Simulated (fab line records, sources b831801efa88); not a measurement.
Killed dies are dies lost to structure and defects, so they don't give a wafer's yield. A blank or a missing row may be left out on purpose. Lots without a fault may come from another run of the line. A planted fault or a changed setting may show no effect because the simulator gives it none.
Which tool did it? | flow gf180mcu | 13 lots, 39 wafers sampled, at 1 step of a route of 602

WHAT THE GAUGES READ, wafer by wafer
GF_MIM_THK_MEAS_11: measures by xrf.
lot  | measured     | on            | MIM_ALCU_THK (nm)
L327 | day 25 08:07 | film_metro-03 | 201.8 199.7 200.4
L328 | day 25 14:58 | film_metro-02 | 195.8 198.5 195.8
L329 | day 25 19:55 | film_metro-03 | 200.2 199.5 199.6
L330 | day 26 05:38 | film_metro-03 | 197.4 196.0 195.6
L331 | day 26 10:57 | film_metro-02 | 198.4 198.6 198.1
L333 | day 27 09:29 | film_metro-04 | 197.7 196.0 195.0
L334 | day 27 14:26 | film_metro-04 | 199.4 195.4 195.9
L337 | day 28 12:23 | film_metro-02 | 197.6 200.1 199.5
L338 | day 28 15:28 | film_metro-04 | 195.9 199.9 197.7
L342 | day 29 21:08 | film_metro-02 | 200.6 196.9 198.7
L345 | day 30 18:19 | film_metro-04 | 196.6 198.1 197.1
L349 | day 31 19:13 | film_metro-04 | 196.8 196.6 198.5
L350 | day 31 23:03 | film_metro-03 | 199.7 195.7 194.0

WHICH TOOL RAN EACH LOT (tool, then ch and the chambers of the sampled wafers, then the start)
The record holds no process step before these readings.

WHAT THE TOOLS THEMSELVES READ (means of the sampled wafers that have a number; where no wafer has one, the mark that the record gives instead)
The record holds no such reading with a usual standard deviation.

THE ANSWER, worked out from the rows above alone
Rule: what is usual is taken from the lots themselves. Put in order of their means at a reading, lots are off if they are a third of the lots or fewer, leave a main group of 4 or more, and stand apart from it by a gap of 3 or more times the standard deviation of the main group's means; of several such gaps the widest counts. A main group whose means are all the same, to the digits that the tables above print for the reading, isn't used. A lot without any number at a reading at which 4 lots or more have one is off too. The other lots that the step has rows for count as sound. The gauges are gone through in route order, then the tools' own readings, and for those a lot's mean is taken as printed above. The first step at which some lot is off is used, and at that step the reading that is off furthest; a lot without a number counts as furthest.
No lot is off at any reading shown: from this, nothing can be told.

WHAT THE SIMULATOR HAD PUT IN
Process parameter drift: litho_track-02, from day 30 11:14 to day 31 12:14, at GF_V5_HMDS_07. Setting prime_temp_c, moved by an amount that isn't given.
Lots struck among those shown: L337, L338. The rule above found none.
